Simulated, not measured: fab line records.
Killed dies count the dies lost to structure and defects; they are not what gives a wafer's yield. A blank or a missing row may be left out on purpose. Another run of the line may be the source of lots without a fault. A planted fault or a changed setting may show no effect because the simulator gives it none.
Matching of chambers || flow gf180mcu || GF_V5_CMP_26 on cmp-02: 4 sister chambers
The step polishes, stops on SiO2, t overpolish 15 s, target thk 0 nm. 4 wafers are shown with their chamber, then 7 later ones without.

## WAFERS PAIRED WITH THEIR CHAMBERS
{"wafer": "L658.1", "chamber": 2, "motorCurrentA (A)": 10.5}
{"wafer": "L658.6", "chamber": 3, "motorCurrentA (A)": 12.2}
{"wafer": "L662.1", "chamber": 0, "motorCurrentA (A)": 8.9}
{"wafer": "L662.2", "chamber": 1, "motorCurrentA (A)": 14.1}

## WAFERS WITHOUT THEIR CHAMBER
{"wafer": "L662.5", "motorCurrentA (A)": 11.1}
{"wafer": "L666.3", "motorCurrentA (A)": 9.6}
{"wafer": "L666.4", "motorCurrentA (A)": 12.7}
{"wafer": "L666.6", "motorCurrentA (A)": 12.2}
{"wafer": "L670.2", "motorCurrentA (A)": 13.9}
{"wafer": "L670.4", "motorCurrentA (A)": 12.5}
{"wafer": "L670.6", "motorCurrentA (A)": 10.8}

## CHAMBER TAKEN BY EACH
{"wafer": "L662.5", "from the rows above": "can't be placed: 2 or 3", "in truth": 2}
{"wafer": "L666.3", "from the rows above": "can't be placed: 0 or 2", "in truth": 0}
{"wafer": "L666.4", "from the rows above": 3, "in truth": 3}
{"wafer": "L666.6", "from the rows above": 3, "in truth": 3}
{"wafer": "L670.2", "from the rows above": 1, "in truth": 1}
{"wafer": "L670.4", "from the rows above": 3, "in truth": 3}
{"wafer": "L670.6", "from the rows above": 2, "in truth": 2}
Placed correctly: 5 of 7. Can't be placed from these rows: 2 (the true chamber is among the candidates in 2). Number placed wrongly: 0.
How it was worked out, from the rows above alone: a wafer's distance from a chamber is the root of the sum, over the readings, of the square of ((its reading less the chamber's mean) divided by the reading's scatter). The wafer belongs to the nearest chamber; if the next one is less than 2 further off, it can't be placed. For every chamber, the mean is computed from those of its wafers that are shown. The scatter (one wafer shown for each chamber): square how far every hidden wafer sits from the nearest shown wafer, average those squares and take the square root.
